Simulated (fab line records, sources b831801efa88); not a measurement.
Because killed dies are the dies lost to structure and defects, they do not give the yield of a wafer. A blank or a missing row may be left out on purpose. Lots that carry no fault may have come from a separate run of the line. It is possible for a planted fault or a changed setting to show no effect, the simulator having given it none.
What tool caused it? -- flow sky130 -- Sampling: 12 lots, 36 wafers, 5 of 708 route steps

== WHAT THE GAUGES READ, wafer by wafer ==
SKY_VIA1_BOW_MEAS_03. Usual: VIA1_BOW gives 79 um (standard deviation 7.3).
lot,measured,on,VIA1_BOW (um),flag
L164,day 33 01:14,film_metro-02,79 83 80,
L165,day 33 17:18,film_metro-02,72 81 75,
L166,day 33 21:53,film_metro-04,86 81 86,
L168,day 34 16:41,film_metro-02,79 88 77,
L169,day 34 23:28,film_metro-02,96 83 87,
L170,day 35 00:58,film_metro-03,68 81 84,
L171,day 35 08:57,film_metro-03,79 80 88,
L173,day 35 19:38,film_metro-02,76 91 88,
L174,day 36 07:29,film_metro-02,67 73 73,
L183,day 39 02:16,film_metro-04,83 76 81,
L185,day 39 13:22,film_metro-04,73 89 88,
L186,day 39 23:40,film_metro-03,73 75 89,

SKY_METAL2_CD_MEAS_15: target cd 140 nm. Usual: cd_nm reads 139.6 nm (standard deviation 1.8).
lot,measured,on,cd_nm (nm),flag
L164,day 35 07:45,cd_sem-01,139.4 138.4 137.8,
L165,day 35 23:16,cd_sem-01,139.2 141.1 141.2,
L166,day 36 03:41,cd_sem-02,141.5 140.4 140.0,
L168,day 36 22:48,cd_sem-02,142.6 141.5 142.5,
L169,day 37 05:21,cd_sem-01,137.5 135.5 136.2,
L170,day 37 06:26,cd_sem-01,139.8 139.7 137.7,
L171,day 37 15:22,cd_sem-01,140.3 141.9 143.1,
L173,day 38 03:36,cd_sem-02,142.6 139.9 140.6,
L174,day 38 12:56,cd_sem-01,140.6 140.0 141.0,
L183,day 41 05:57,cd_sem-02,137.1 134.9 137.9,
L185,day 41 17:50,cd_sem-02,144.4 142.5 142.0,
L186,day 42 03:36,cd_sem-02,137.5 137.5 137.9,

SKY_VIA2_BOW_MEAS_03. Usual: VIA2_BOW gives 86 um (standard deviation 8).
lot,measured,on,VIA2_BOW (um),flag
L164,day 35 09:10,film_metro-01,89 90 89,
L165,day 36 00:41,film_metro-03,75 84 79,
L166,day 36 05:06,film_metro-04,95 89 95,
L168,day 37 00:16,film_metro-04,87 96 84,
L169,day 37 06:46,film_metro-03,102 88 94,
L170,day 37 07:53,film_metro-01,82 93 97,
L171,day 37 17:01,film_metro-01,84 87 95,
L173,day 38 05:13,film_metro-04,86 100 99,
L174,day 38 14:22,film_metro-03,73 79 79,
L183,day 41 07:23,film_metro-01,103 96 90 - - -,
L185,day 41 19:16,film_metro-03,76 102 92 - - -,
L186,day 42 05:01,film_metro-04,76 80 93,

== TOOL THAT RAN EACH LOT (tool first, then ch and the chambers of the sampled wafers, then the start) ==
lot,SKY_METAL1_SPUTTER_03,SKY_VIA2_CMP_02
L164,"pvd_sputter-01, day 31 20:56","cmp-01 ch 0,2,3, day 35 08:51"
L165,"pvd_sputter-03, day 32 13:10","cmp-02 ch 0,1,2, day 36 00:23"
L166,"pvd_sputter-01, day 32 17:06","cmp-02 ch 0,1,3, day 36 04:48"
L168,"pvd_sputter-04, day 33 12:11","cmp-01 ch 0,1,2, day 36 23:56"
L169,"pvd_sputter-01, day 33 19:16","cmp-01 ch 1,2,3, day 37 06:31"
L170,"pvd_sputter-04, day 33 21:38","cmp-01 ch 0,1,2, day 37 07:34"
L171,"pvd_sputter-03, day 34 05:17","cmp-01 ch 1,2,3, day 37 16:47"
L173,"pvd_sputter-01, day 34 15:39","cmp-01 ch 0,1,2, day 38 04:58"
L174,"pvd_sputter-01, day 35 03:22","cmp-01 ch 0,3, day 38 14:01"
L183,"pvd_sputter-01, day 37 23:30","cmp-02 ch 0,1,2, day 41 07:11"
L185,"pvd_sputter-01, day 38 10:42","cmp-02 ch 0,2, day 41 18:56"
L186,"pvd_sputter-01, day 38 21:28","cmp-01 ch 0,3, day 42 04:42"
- SKY_METAL1_SPUTTER_03: material Ti, target thk 5 nm, time 3.3 s.
- SKY_VIA2_CMP_02: polishes SiO2.

== WHAT THE TOOLS THEMSELVES READ (means of the sampled wafers that have a number; where no wafer has one, the mark that the record gives instead) ==
SKY_METAL1_SPUTTER_03. Usual: throttle_valve_pct reads 30.6 % (standard deviation 0.71).
lot,tool,throttle_valve_pct (%),flag
L164,pvd_sputter-01,30.7,
L165,pvd_sputter-03,30.5,
L166,pvd_sputter-01,30.6,
L168,pvd_sputter-04,30.2,
L169,pvd_sputter-01,30.8,
L170,pvd_sputter-04,31.1,
L171,pvd_sputter-03,30.5,
L173,pvd_sputter-01,30.6,
L174,pvd_sputter-01,30.7,
L183,pvd_sputter-01,30.1,
L185,pvd_sputter-01,30.7,
L186,pvd_sputter-01,30.2,

SKY_VIA2_CMP_02. Usual: head_pressure_psi 4.002 psi, standard deviation 0.0095; motor_current_A 11.6 A, standard deviation 0.89.
lot,tool,head_pressure_psi (psi),motor_current_A (A),flag
L164,cmp-01,4.002,11.4,
L165,cmp-02,4.004,11.1,
L166,cmp-02,4.007,11.7,
L168,cmp-01,4.004,12.0,
L169,cmp-01,4.003,11.7,
L170,cmp-01,4.002,11.9,
L171,cmp-01,4.002,11.5,
L173,cmp-01,4.010,11.7,
L174,cmp-01,3.991,11.0,
L183,cmp-02,4.009,11.2,
L185,cmp-02,4.004,11.1,
L186,cmp-01,4.002,11.3,

== THE ANSWER, worked out from the rows above alone ==
Rule: a lot counts as off when the mean over its wafers that have a number is more than 3 standard deviations away from the usual mean. Also off: a lot with no number at a reading for which 4 or more lots have one. Any other lot the step has rows for is counted as sound. Order of review: gauges by route order, followed by the tools' own readings, for which a lot's mean as printed above is used. At the first step where some lot is off, the reading lying furthest off is the one used; lots without a number count as furthest.
Across all readings shown, no lot is off: no conclusion can be drawn from this.

== WHAT THE SIMULATOR HAD INSERTED ==
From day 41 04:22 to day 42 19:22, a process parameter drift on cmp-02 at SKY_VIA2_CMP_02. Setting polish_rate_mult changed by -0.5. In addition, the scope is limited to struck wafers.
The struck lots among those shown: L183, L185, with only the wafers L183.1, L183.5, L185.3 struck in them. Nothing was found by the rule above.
